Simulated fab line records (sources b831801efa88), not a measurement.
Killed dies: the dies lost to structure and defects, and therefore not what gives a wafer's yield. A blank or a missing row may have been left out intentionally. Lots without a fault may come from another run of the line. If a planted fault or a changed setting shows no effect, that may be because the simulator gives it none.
Matching of chambers + flow gf180mcu + pecvd-01 running GF_V2_CVD_02: 3 sister chambers
The step deposits SiO2 from TEOS, target thk 850 nm, time 94.851 s. 6 wafers are shown with their chamber, then 8 later ones without.

EACH WAFER AND ITS CHAMBER
| wafer  | chamber | heater power w (W) | susceptor temp C (C) |
|--------|---------|--------------------|----------------------|
| L088.5 | 1       | 863                | 400.48               |
| L088.6 | 0       | 611                | 399.98               |
| L091.4 | 0       | 567                | 399.94               |
| L091.5 | 2       | 442                | 399.70               |
| L091.6 | 1       | 751                | 399.72               |
| L092.1 | 2       | 465                | 399.94               |

WAFERS WITHOUT THEIR CHAMBER
| wafer  | heater power w (W) | susceptor temp C (C) |
|--------|--------------------|----------------------|
| L092.2 | 758                | 399.79               |
| L092.3 | 522                | 399.83               |
| L093.2 | 838                | 400.13               |
| L093.5 | 885                | 400.14               |
| L093.6 | 480                | 400.04               |
| L097.2 | 545                | 400.19               |
| L097.3 | 422                | 399.86               |
| L097.6 | 920                | 400.00               |

CHAMBER TAKEN BY EACH
| wafer  | from the rows above     | in truth |
|--------|-------------------------|----------|
| L092.2 | 1                       | 1        |
| L092.3 | can't be placed: 2 or 0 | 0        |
| L093.2 | 1                       | 1        |
| L093.5 | 1                       | 1        |
| L093.6 | can't be placed: 2 or 0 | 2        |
| L097.2 | can't be placed: 0 or 2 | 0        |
| L097.3 | 2                       | 2        |
| L097.6 | 1                       | 1        |
5 of 8 placed correctly. Can't be placed from these rows: 3 (the true chamber is among the candidates in 3). Placed wrongly: 0.
How it was worked out, from the rows above alone: a wafer's distance from a chamber is the root of the sum, over the readings, of the square of ((its reading less the chamber's mean) divided by the reading's scatter). The wafer belongs to the nearest chamber; if the next one is less than 2 further off, it can't be placed. A chamber's mean is the mean of its shown wafers. How the scatter is found: for the shown wafers, subtract from each reading the mean of its chamber, square and add these, divide the total by (wafers less chambers), then take the root.
